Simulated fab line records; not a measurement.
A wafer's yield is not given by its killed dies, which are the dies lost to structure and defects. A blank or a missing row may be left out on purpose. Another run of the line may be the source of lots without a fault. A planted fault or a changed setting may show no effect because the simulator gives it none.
Which tool did it? ; flow sky130 ; 33 wafers from 11 lots sampled at 6 of the route's 708 steps

## WHAT THE GAUGES SHOWED, per wafer
SKY_RES_XHIGH_TW_MEAS_09.
lot;measured;on;RES_XHIGH_TW
L264;day 27 10:17;film metro-04;1638 1640 1648
L265;day 27 15:00;film metro-01;1637 1653 1645
L271;day 29 11:13;film metro-04;1637 1638 1647
L280;day 32 14:29;film metro-02;1687 1685 1679
L282;day 33 06:47;film metro-04;1644 1647 1643
L284;day 33 18:28;film metro-02;1670 1671 1670
L285;day 33 23:27;film metro-01;1669 1664 1668
L286;day 34 06:17;film metro-02;1681 1679 1673

SKY_SD_N_TW_MEAS_12.
lot;measured;on;SD_N_TW
L264;day 28 15:56;film metro-04;4000 4008 4012
L265;day 28 19:37;film metro-04;4001 3999 3991
L271;day 30 15:52;film metro-01;4027 4041 4023
L280;day 33 17:25;film metro-04;3989 3994 3972
L282;day 34 10:09;film metro-02;4099 4084 4093
L284;day 34 21:25;film metro-02;4068 4074 4068
L285;day 35 02:59;film metro-02;4099 4074 4080
L286;day 35 09:08;film metro-01;4043 4032 4032

SKY_LOCAL_INTERCONNECT_OVL_MEAS_12.
lot;measured;on;LOCAL_INTERCONNECT_OVL (nm)
L264;day 31 02:47;overlay-01;-6 -6 -7
L265;day 31 06:49;overlay-02;-1 -3 -3
L271;day 33 00:53;overlay-01;-2 0 -5
L280;day 36 01:29;overlay-02;1 4 11
L282;day 36 17:55;overlay-01;-1 -7 -12
L284;day 37 03:59;overlay-02;8 7 1
L285;day 37 10:43;overlay-01;-3 2 -9
L286;day 37 15:50;overlay-01;0 -1 4

## WHAT TOOL EACH LOT RAN ON (gives the tool, then ch and the chambers of the sampled wafers, and finally the start)
lot;SKY_POLY_CUT_ETCH_10;SKY_POLY_CUT_ETCH_11;SKY_POLY_CUT_STRIP_12
L264;rie diel-02 ch 0,1,2, day 24 23:27;rie diel-02 ch 0,1,2, day 24 23:29;plasma asher-02 ch 0,1, day 24 23:34
L265;rie diel-01 ch 0,1,3, day 25 04:07;rie diel-01 ch 0,1,3, day 25 04:09;plasma asher-02 ch 0,1, day 25 04:11
L266;rie diel-04 ch 0,2, day 25 11:01;rie diel-04 ch 0,2, day 25 11:03;plasma asher-03 ch 0,1, day 25 11:05
L267;rie diel-04 ch 0,1,3, day 25 18:18;rie diel-04 ch 0,1,3, day 25 18:20;plasma asher-01 ch 1, day 25 18:23
L268;rie diel-02 ch 0,2,3, day 26 03:46;rie diel-02 ch 0,2,3, day 26 03:48;plasma asher-03 ch 0,1, day 26 03:50
L271;rie diel-04 ch 1,2,3, day 27 01:46;rie diel-04 ch 1,2,3, day 27 01:48;plasma asher-03 ch 0,1, day 27 01:50
L280;rie diel-04 ch 0,2,3, day 30 07:01;rie diel-04 ch 0,2,3, day 30 07:03;plasma asher-03 ch 0,1, day 30 07:05
L282;rie diel-01 ch 0,2, day 31 01:11;rie diel-01 ch 0,2, day 31 01:13;plasma asher-03 ch 0,1, day 31 01:17
L284;rie diel-04 ch 2,3, day 31 12:27;rie diel-04 ch 2,3, day 31 12:29;plasma asher-03 ch 0,1, day 31 12:32
L285;rie diel-04 ch 1,2, day 31 16:47;rie diel-04 ch 1,2, day 31 16:49;plasma asher-02 ch 0,1, day 31 16:52
L286;rie diel-02 ch 1,2, day 32 00:24;rie diel-02 ch 1,2, day 32 00:26;plasma asher-01 ch 0,1, day 32 00:31
- SKY_POLY_CUT_ETCH_10: etches BARC in N2/H2, stops on SiO2, time 45.9 s, target depth 60 nm.
- SKY_POLY_CUT_ETCH_11: etches Si3N4 in CF4/CH2F2/Ar, stops on poly-Si, time 42.5 s, target depth 60 nm.
- SKY_POLY_CUT_STRIP_12: strips in O2/N2.

## WHAT THE TOOLS THEMSELVES READ (means of the sampled wafers that have a number; where no wafer has one, the mark that the record gives instead)
SKY_POLY_CUT_ETCH_10.
lot;tool;bias w (W);chamber pressure mTorr (mTorr);drypump motor current A (A);oes product au (a.u.);throttle valve pct (%)
L264;rie diel-02;99.9;29.985;5.9;0.858;13.222
L265;rie diel-01;99.9;29.986;6.1;0.855;13.222
L266;rie diel-04;-;-;-;-;-
L267;rie diel-04;-;-;-;-;-
L268;rie diel-02;-;-;-;-;-
L271;rie diel-04;99.8;30.014;6.0;0.854;13.236
L280;rie diel-04;100.0;30.009;5.8;0.858;13.224
L282;rie diel-01;99.7;29.996;6.1;0.857;13.229
L284;rie diel-04;99.9;29.989;6.2;0.851;13.223
L285;rie diel-04;100.1;29.993;5.6;0.854;13.227
L286;rie diel-02;100.1;30.006;5.9;0.856;13.228

SKY_POLY_CUT_ETCH_11.
lot;tool;bias w (W);cf4 flow sccm (sccm);drypump motor current A (A);oes product au (a.u.);throttle valve pct (%)
L264;rie diel-02;149.7;40.09;5.9;0.838;15.006
L265;rie diel-01;149.9;39.95;6.1;0.837;14.993
L266;rie diel-04;149.7;40.08;5.5;0.375;14.946
L267;rie diel-04;150.2;40.07;6.1;0.377;14.948
L268;rie diel-02;149.9;39.92;5.9;0.369;14.958
L271;rie diel-04;149.9;40.02;6.0;0.831;14.988
L280;rie diel-04;150.0;40.03;5.8;0.833;14.992
L282;rie diel-01;149.8;39.99;6.1;0.825;14.991
L284;rie diel-04;150.3;40.06;6.1;0.829;14.990
L285;rie diel-04;150.0;40.11;5.6;0.834;14.995
L286;rie diel-02;150.2;40.03;5.9;0.833;14.997

SKY_POLY_CUT_STRIP_12.
lot;tool;drypump motor current A (A);oes product au (a.u.);strip time to endpoint s (s)
L264;plasma asher-02;5.5;0.453;5.352
L265;plasma asher-02;6.0;0.456;5.385
L266;plasma asher-03;6.2;0.467;5.620
L267;plasma asher-01;5.7;0.466;5.615
L268;plasma asher-03;6.1;0.462;5.596
L271;plasma asher-03;6.2;0.452;5.357
L280;plasma asher-03;6.2;0.454;5.347
L282;plasma asher-03;6.2;0.451;5.333
L284;plasma asher-03;6.2;0.455;5.358
L285;plasma asher-02;5.4;0.449;5.362
L286;plasma asher-01;5.8;0.455;5.357

## THE ANSWER, worked out from the rows above alone
Rule: the usual values come from the lots themselves. The widest of any qualifying gaps counts: lots, ordered by their means at a reading, are off when they make up no more than a third of the lots, leave a main group of 4 or more, and stand apart from it by 3 or more times the standard deviation of that group's means. Not used: any main group whose means are identical at the precision the tables above print for the reading. A lot without any number at a reading at which 4 lots or more have one is off too. All remaining lots with rows at the step are treated as sound. After the gauges, taken in route order, come the tools' own readings; for these a lot's mean is taken, as printed above. At the first step where some lot is off, the reading lying furthest off is the one used; lots without a number count as furthest.
Off: L266, L267, L268 (SKY_POLY_CUT_ETCH_10, bias w). Without a number there: L266, L267, L268. Main group: mean 99.9 W, sd 0.13.
A tool fits if, at that step or a process step before it, it ran every lot that is off, and no sound lot after the first of them. Not one of the candidates tried fits.

## WHAT HAD BEEN PUT IN BY THE SIMULATOR
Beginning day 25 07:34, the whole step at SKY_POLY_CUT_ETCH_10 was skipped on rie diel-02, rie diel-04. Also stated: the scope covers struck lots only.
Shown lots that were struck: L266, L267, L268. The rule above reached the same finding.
